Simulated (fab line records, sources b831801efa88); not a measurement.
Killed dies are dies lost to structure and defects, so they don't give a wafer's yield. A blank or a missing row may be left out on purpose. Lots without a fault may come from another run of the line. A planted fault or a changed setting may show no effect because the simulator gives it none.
Which tool did it? | flow sky130 | 12 lots, 36 wafers sampled, at 4 steps of a route of 708

WHAT THE GAUGES READ, wafer by wafer
SKY_SD_N_RS_MEAS_16: measures by four-point-probe. Usual: SD_N_RS 68.62 ohm/sq, standard deviation 0.17.
lot  | measured     | on            | SD_N_RS (ohm/sq)  | flag
L868 | day 28 10:49 | film_metro-03 | 68.67 68.57 68.38 |
L870 | day 28 19:41 | film_metro-03 | 68.55 68.71 68.65 |
L871 | day 29 02:10 | film_metro-02 | 68.66 68.84 68.71 |
L872 | day 29 15:20 | film_metro-01 | 68.68 68.44 68.65 |
L875 | day 31 03:51 | film_metro-02 | 68.78 68.77 68.69 |
L879 | day 32 09:29 | film_metro-02 | 68.63 68.66 68.81 |
L880 | day 32 21:07 | film_metro-02 | 68.64 69.01 68.61 |
L881 | day 33 02:15 | film_metro-03 | 68.55 68.51 68.56 |
L886 | day 34 11:55 | film_metro-03 | 68.63 68.50 68.44 |
L887 | day 34 14:17 | film_metro-03 | 68.67 68.58 68.59 |
L889 | day 35 09:20 | film_metro-02 | 68.76 68.66 68.85 |
L890 | day 35 12:26 | film_metro-02 | 68.82 68.94 68.65 |

SKY_LI_CONTACT_THK_MEAS_23: measures by xrf. Usual: LI_CONTACT_W_THK 422 nm, standard deviation 7.1.
lot  | measured     | on            | LI_CONTACT_W_THK (nm) | flag
L868 | day 29 17:44 | film_metro-02 | 417 419 416           |
L870 | day 30 02:45 | film_metro-03 | 431 423 424           |
L871 | day 30 08:17 | film_metro-02 | 418 419 415           |
L872 | day 30 21:41 | film_metro-03 | 417 417 418           |
L875 | day 32 09:34 | film_metro-01 | 418 419 418           |
L879 | day 33 14:53 | film_metro-01 | 430 428 436           |
L880 | day 34 02:28 | film_metro-03 | 423 427 425           |
L881 | day 34 07:02 | film_metro-01 | 427 425 431           |
L886 | day 35 16:02 | film_metro-01 | 434 427 427           |
L887 | day 35 18:15 | film_metro-01 | 426 434 431           |
L889 | day 36 12:04 | film_metro-02 | 411 412 413           |
L890 | day 36 16:23 | film_metro-01 | 426 431 426           |

SKY_LOCAL_INTERCONNECT_CD_MEAS_11: target cd 170 nm. Usual: cd_nm 169.8 nm, standard deviation 1.7.
lot  | measured     | on        | cd_nm (nm)                          | flag
L868 | day 30 22:34 | cd_sem-02 | 171.0 170.2 169.4                   |
L870 | day 31 07:18 | cd_sem-02 | 170.2 170.1 171.2                   |
L871 | day 31 13:43 | cd_sem-01 | 170.6 170.8 173.8                   |
L872 | day 32 02:20 | cd_sem-01 | 167.3 167.6 167.8                   |
L875 | day 33 13:24 | cd_sem-02 | 170.1 168.6 169.3                   |
L879 | day 34 17:44 | cd_sem-02 | 182.1 181.3 181.3 181.7 181.1 181.4 | OFF
L880 | day 35 04:48 | cd_sem-02 | 175.7 175.9 175.0                   | OFF
L881 | day 35 09:26 | cd_sem-02 | 175.5 176.8 176.3 175.2 176.4 176.8 | OFF
L886 | day 36 18:08 | cd_sem-01 | 169.6 169.3 170.0                   |
L887 | day 36 19:59 | cd_sem-02 | 169.5 170.5 170.4                   |
L889 | day 37 14:04 | cd_sem-02 | 171.3 172.7 171.6                   |
L890 | day 37 18:11 | cd_sem-01 | 168.3 169.3 169.1                   |

WHICH TOOL RAN EACH LOT (tool, then ch and the chambers of the sampled wafers, then the start)
lot  | SKY_LOCAL_INTERCONNECT_EXPOSE_08
L868 | krf_scanner-02 ch 0, day 30 08:05
L870 | krf_scanner-02 ch 0, day 30 17:45
L871 | krf_scanner-01 ch 0, day 30 23:50
L872 | krf_scanner-01 ch 0, day 31 11:50
L875 | krf_scanner-02 ch 0, day 32 23:28
L879 | krf_scanner-01 ch 0, day 34 04:50
L880 | krf_scanner-01 ch 0, day 34 16:14
L881 | krf_scanner-01 ch 0, day 34 20:08
L886 | krf_scanner-02 ch 0, day 36 05:01
L887 | krf_scanner-02 ch 0, day 36 06:36
L889 | krf_scanner-02 ch 0, day 37 01:46
L890 | krf_scanner-02 ch 0, day 37 05:22
- SKY_LOCAL_INTERCONNECT_EXPOSE_08: exposes mask LI1M, target cd 170 nm.

WHAT THE TOOLS THEMSELVES READ (means of the sampled wafers that have a number; where no wafer has one, the mark that the record gives instead)
SKY_LOCAL_INTERCONNECT_EXPOSE_08. Usual: exposure_dose_mJ_cm2 27.971, standard deviation 0.028.
lot  | tool           | exposure_dose_mJ_cm2 | flag
L868 | krf_scanner-02 | 27.943               |
L870 | krf_scanner-02 | 27.981               |
L871 | krf_scanner-01 | 27.975               |
L872 | krf_scanner-01 | 28.003               |
L875 | krf_scanner-02 | 27.976               |
L879 | krf_scanner-01 | 26.794               | OFF
L880 | krf_scanner-01 | 26.789               | OFF
L881 | krf_scanner-01 | 27.031               | OFF
L886 | krf_scanner-02 | 27.998               |
L887 | krf_scanner-02 | 27.987               |
L889 | krf_scanner-02 | 27.961               |
L890 | krf_scanner-02 | 27.985               |

THE ANSWER, worked out from the rows above alone
Rule: a lot is off if the mean of its wafers that have a number lies more than 3 standard deviations from the usual mean. A lot without any number at a reading at which 4 lots or more have one is off too. The other lots that the step has rows for count as sound. The gauges are gone through in route order, then the tools' own readings, and for those a lot's mean is taken as printed above. The first step at which some lot is off is used, and at that step the reading that is off furthest; a lot without a number counts as furthest.
Off: L879, L880, L881, at SKY_LOCAL_INTERCONNECT_CD_MEAS_11 (cd_nm).
A tool fits if, at a process step before that reading, it ran every lot that is off, and no sound lot after the first of them. The gauges at SKY_LOCAL_INTERCONNECT_CD_MEAS_11 aren't tried: what is off there is off at SKY_LOCAL_INTERCONNECT_EXPOSE_08 too, on other tools, and a gauge's error can't cause that. One fits: krf_scanner-01 at SKY_LOCAL_INTERCONNECT_EXPOSE_08. Its last sound lot is L872 (day 31 11:50), its first lot that is off L879 (day 34 04:50): a fault that began between those two fits.
The tool's own readings at SKY_LOCAL_INTERCONNECT_EXPOSE_08 bear it out: on the lots that are off they differ by more than 5 times the standard deviation of the sound lots' means. exposure_dose_mJ_cm2 reads 26.871 there against 27.979 on the sound lots.

WHAT THE SIMULATOR HAD PUT IN
Process parameter drift: krf_scanner-01, from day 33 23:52 on, at SKY_LOCAL_INTERCONNECT_EXPOSE_08. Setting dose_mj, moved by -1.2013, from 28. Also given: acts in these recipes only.
Lots struck among those shown: L879, L880, L881. The rule above found the same.
